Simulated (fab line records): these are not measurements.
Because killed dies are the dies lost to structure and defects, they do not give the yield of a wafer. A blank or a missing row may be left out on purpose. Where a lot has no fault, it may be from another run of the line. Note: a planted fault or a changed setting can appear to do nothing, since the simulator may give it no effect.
The tool behind it: which one? || flow sky130 || 11 lots with 32 wafers sampled at 5 steps, on a route of 708 steps

== WHAT THE GAUGES READ, wafer by wafer ==
SKY_VIA3_CD_MEAS_12 targets a cd of 200 nm.
{"lot": "L154", "measured": "day 41 03:09", "on": "cdSem-02", "cdNm (nm)": "200.7 200.2 200.8"}
{"lot": "L157", "measured": "day 41 16:25", "on": "cdSem-02", "cdNm (nm)": "202.0 202.0 202.4"}
{"lot": "L156", "measured": "day 41 19:59", "on": "cdSem-02", "cdNm (nm)": "199.1 199.2 199.8"}
{"lot": "L160", "measured": "day 42 17:47", "on": "cdSem-02", "cdNm (nm)": "199.5 199.9 199.9"}
{"lot": "L161", "measured": "day 42 20:52", "on": "cdSem-02", "cdNm (nm)": "201.1 201.5 200.6"}
{"lot": "L162", "measured": "day 43 00:40", "on": "cdSem-02", "cdNm (nm)": "201.0 202.0 201.2"}
{"lot": "L164", "measured": "day 43 15:22", "on": "cdSem-02", "cdNm (nm)": "200.3 201.9 201.1"}
{"lot": "L165", "measured": "day 43 21:28", "on": "cdSem-02", "cdNm (nm)": "200.6 200.8 200.7"}
{"lot": "L166", "measured": "day 44 07:01", "on": "cdSem-02", "cdNm (nm)": "201.0 199.3 200.8"}
{"lot": "L168", "measured": "day 44 18:41", "on": "cdSem-02", "cdNm (nm)": "201.2 199.5 201.7"}
{"lot": "L174", "measured": "day 45 22:08", "on": "cdSem-02", "cdNm (nm)": "199.9 198.5"}

SKY_CAP2M_THK_MEAS_01.
{"lot": "L154", "measured": "day 41 04:52", "on": "filmMetro-01", "CAP2M_CVD_00_THK (nm)": "15.54 15.11 15.37"}
{"lot": "L157", "measured": "day 41 18:13", "on": "filmMetro-04", "CAP2M_CVD_00_THK (nm)": "15.45 14.80 15.21"}
{"lot": "L156", "measured": "day 41 21:44", "on": "filmMetro-04", "CAP2M_CVD_00_THK (nm)": "15.43 15.49 15.69"}
{"lot": "L160", "measured": "day 42 19:28", "on": "filmMetro-01", "CAP2M_CVD_00_THK (nm)": "15.12 15.04 15.11"}
{"lot": "L161", "measured": "day 42 22:34", "on": "filmMetro-04", "CAP2M_CVD_00_THK (nm)": "15.29 15.69 15.65"}
{"lot": "L162", "measured": "day 43 02:25", "on": "filmMetro-04", "CAP2M_CVD_00_THK (nm)": "15.38 15.51 15.50"}
{"lot": "L164", "measured": "day 43 17:03", "on": "filmMetro-04", "CAP2M_CVD_00_THK (nm)": "15.67 15.75 15.80"}
{"lot": "L165", "measured": "day 43 23:08", "on": "filmMetro-04", "CAP2M_CVD_00_THK (nm)": "15.41 15.38 15.33"}
{"lot": "L166", "measured": "day 44 08:41", "on": "filmMetro-01", "CAP2M_CVD_00_THK (nm)": "15.62 15.46 15.90"}
{"lot": "L168", "measured": "day 44 20:23", "on": "filmMetro-01", "CAP2M_CVD_00_THK (nm)": "15.14 15.26 15.53"}
{"lot": "L174", "measured": "day 45 23:47", "on": "filmMetro-01", "CAP2M_CVD_00_THK (nm)": "15.48 14.43 15.41 14.41"}

SKY_CAP2M_THK_MEAS_04: measures by xrf.
{"lot": "L154", "measured": "day 41 05:08", "on": "filmMetro-02", "CAP2M_TIN_THK (nm)": "202.0 202.9 201.6"}
{"lot": "L157", "measured": "day 41 18:30", "on": "filmMetro-01", "CAP2M_TIN_THK (nm)": "203.5 208.3 206.8"}
{"lot": "L156", "measured": "day 41 22:02", "on": "filmMetro-01", "CAP2M_TIN_THK (nm)": "202.6 201.7 202.1"}
{"lot": "L160", "measured": "day 42 19:44", "on": "filmMetro-02", "CAP2M_TIN_THK (nm)": "197.8 198.7 198.7"}
{"lot": "L161", "measured": "day 42 22:52", "on": "filmMetro-02", "CAP2M_TIN_THK (nm)": "197.3 200.6 196.1"}
{"lot": "L162", "measured": "day 43 02:42", "on": "filmMetro-02", "CAP2M_TIN_THK (nm)": "197.3 198.9 200.9"}
{"lot": "L164", "measured": "day 43 17:20", "on": "filmMetro-01", "CAP2M_TIN_THK (nm)": "199.7 199.8 198.2"}
{"lot": "L165", "measured": "day 43 23:25", "on": "filmMetro-01", "CAP2M_TIN_THK (nm)": "204.9 203.8 203.0"}
{"lot": "L166", "measured": "day 44 08:58", "on": "filmMetro-02", "CAP2M_TIN_THK (nm)": "200.9 203.1 199.6"}
{"lot": "L168", "measured": "day 44 20:41", "on": "filmMetro-04", "CAP2M_TIN_THK (nm)": "200.3 199.0 201.0"}
{"lot": "L174", "measured": "day 46 05:05", "on": "filmMetro-04", "CAP2M_TIN_THK (nm)": "204.5 202.8"}

== WHAT TOOL EACH LOT RAN ON (gives the tool, then ch and the chambers of the sampled wafers, and finally the start) ==
{"lot": "L154", "SKY_VIA3_CMP_02": "cmp-02 ch 0,1,2, day 40 01:25", "SKY_CAP2M_CVD_00": "pecvd-03 ch 0,1,2, day 41 04:49"}
{"lot": "L157", "SKY_VIA3_CMP_02": "cmp-01 ch 0,2,3, day 40 15:59", "SKY_CAP2M_CVD_00": "pecvd-01 ch 0,1,2, day 41 18:11"}
{"lot": "L156", "SKY_VIA3_CMP_02": "cmp-02 ch 0,1,2, day 40 20:17", "SKY_CAP2M_CVD_00": "pecvd-03 ch 1,2, day 41 21:43"}
{"lot": "L160", "SKY_VIA3_CMP_02": "cmp-01 ch 0,1,3, day 41 19:03", "SKY_CAP2M_CVD_00": "pecvd-01 ch 0,2, day 42 19:25"}
{"lot": "L161", "SKY_VIA3_CMP_02": "cmp-02 ch 0,2, day 41 22:31", "SKY_CAP2M_CVD_00": "pecvd-04 ch 2, day 42 22:32"}
{"lot": "L162", "SKY_VIA3_CMP_02": "cmp-01 ch 1,2,3, day 42 03:10", "SKY_CAP2M_CVD_00": "pecvd-03 ch 0,1,2, day 43 02:23"}
{"lot": "L164", "SKY_VIA3_CMP_02": "cmp-02 ch 0,1,3, day 42 18:02", "SKY_CAP2M_CVD_00": "pecvd-04 ch 0,2, day 43 17:01"}
{"lot": "L165", "SKY_VIA3_CMP_02": "cmp-02 ch 2,3, day 43 01:37", "SKY_CAP2M_CVD_00": "pecvd-01 ch 0,1,2, day 43 23:06"}
{"lot": "L166", "SKY_VIA3_CMP_02": "cmp-01 ch 0,3, day 43 11:49", "SKY_CAP2M_CVD_00": "pecvd-01 ch 0,1,2, day 44 08:38"}
{"lot": "L168", "SKY_VIA3_CMP_02": "cmp-01 ch 1,2,3, day 43 21:49", "SKY_CAP2M_CVD_00": "pecvd-03 ch 1,2, day 44 20:21"}
{"lot": "L174", "SKY_VIA3_CMP_02": "cmp-01 ch 1,2, day 44 22:50", "SKY_CAP2M_CVD_00": "pecvd-03 ch 1,2, day 45 23:45"}
- SKY_VIA3_CMP_02: polishes SiO2.
- SKY_CAP2M_CVD_00: deposits SiO2, target thk 15.5 nm.

== WHAT THE TOOLS THEMSELVES READ (means of the sampled wafers that have a number; where no wafer has one, the mark that the record gives instead) ==
SKY_VIA3_CMP_02.
{"lot": "L154", "tool": "cmp-02", "headPressurePsi (psi)": 3.991, "motorCurrentA (A)": 11.1}
{"lot": "L157", "tool": "cmp-01", "headPressurePsi (psi)": 4.001, "motorCurrentA (A)": 12.1}
{"lot": "L156", "tool": "cmp-02", "headPressurePsi (psi)": 3.994, "motorCurrentA (A)": 10.9}
{"lot": "L160", "tool": "cmp-01", "headPressurePsi (psi)": 4.002, "motorCurrentA (A)": 12.2}
{"lot": "L161", "tool": "cmp-02", "headPressurePsi (psi)": 3.997, "motorCurrentA (A)": 11.0}
{"lot": "L162", "tool": "cmp-01", "headPressurePsi (psi)": 4.001, "motorCurrentA (A)": 11.8}
{"lot": "L164", "tool": "cmp-02", "headPressurePsi (psi)": 4.012, "motorCurrentA (A)": 11.3}
{"lot": "L165", "tool": "cmp-02", "headPressurePsi (psi)": 4.003, "motorCurrentA (A)": 11.2}
{"lot": "L166", "tool": "cmp-01", "headPressurePsi (psi)": 4.002, "motorCurrentA (A)": 12.1}
{"lot": "L168", "tool": "cmp-01", "headPressurePsi (psi)": 4.003, "motorCurrentA (A)": 12.0}
{"lot": "L174", "tool": "cmp-01", "headPressurePsi (psi)": 3.999, "motorCurrentA (A)": 11.2}

SKY_CAP2M_CVD_00.
{"lot": "L154", "tool": "pecvd-03", "heaterPowerW (W)": 663}
{"lot": "L157", "tool": "pecvd-01", "heaterPowerW (W)": 846}
{"lot": "L156", "tool": "pecvd-03", "heaterPowerW (W)": 763}
{"lot": "L160", "tool": "pecvd-01", "heaterPowerW (W)": 806}
{"lot": "L161", "tool": "pecvd-04", "heaterPowerW (W)": 720}
{"lot": "L162", "tool": "pecvd-03", "heaterPowerW (W)": 675}
{"lot": "L164", "tool": "pecvd-04", "heaterPowerW (W)": 707}
{"lot": "L165", "tool": "pecvd-01", "heaterPowerW (W)": 803}
{"lot": "L166", "tool": "pecvd-01", "heaterPowerW (W)": 782}
{"lot": "L168", "tool": "pecvd-03", "heaterPowerW (W)": 725}
{"lot": "L174", "tool": "pecvd-03", "heaterPowerW (W)": 722}

== THE ANSWER, worked out from the rows above alone ==
Rule: what is usual is taken from the lots themselves. The widest of any qualifying gaps counts: lots, ordered by their means at a reading, are off when they make up no more than a third of the lots, leave a main group of 4 or more, and stand apart from it by 3 or more times the standard deviation of that group's means. The tables above print the reading to a certain number of digits; a main group whose means all agree to those digits is not used. Also off: a lot with no number at a reading for which 4 or more lots have one. The other lots that the step has rows for count as sound. The gauges are gone through in route order, then the tools' own readings, and for those a lot's mean is taken as printed above. At the first step where some lot is off, the reading lying furthest off is the one used; lots without a number count as furthest.
None of the lots is off at any reading shown; this tells nothing.

== WHAT THE SIMULATOR PUT IN ==
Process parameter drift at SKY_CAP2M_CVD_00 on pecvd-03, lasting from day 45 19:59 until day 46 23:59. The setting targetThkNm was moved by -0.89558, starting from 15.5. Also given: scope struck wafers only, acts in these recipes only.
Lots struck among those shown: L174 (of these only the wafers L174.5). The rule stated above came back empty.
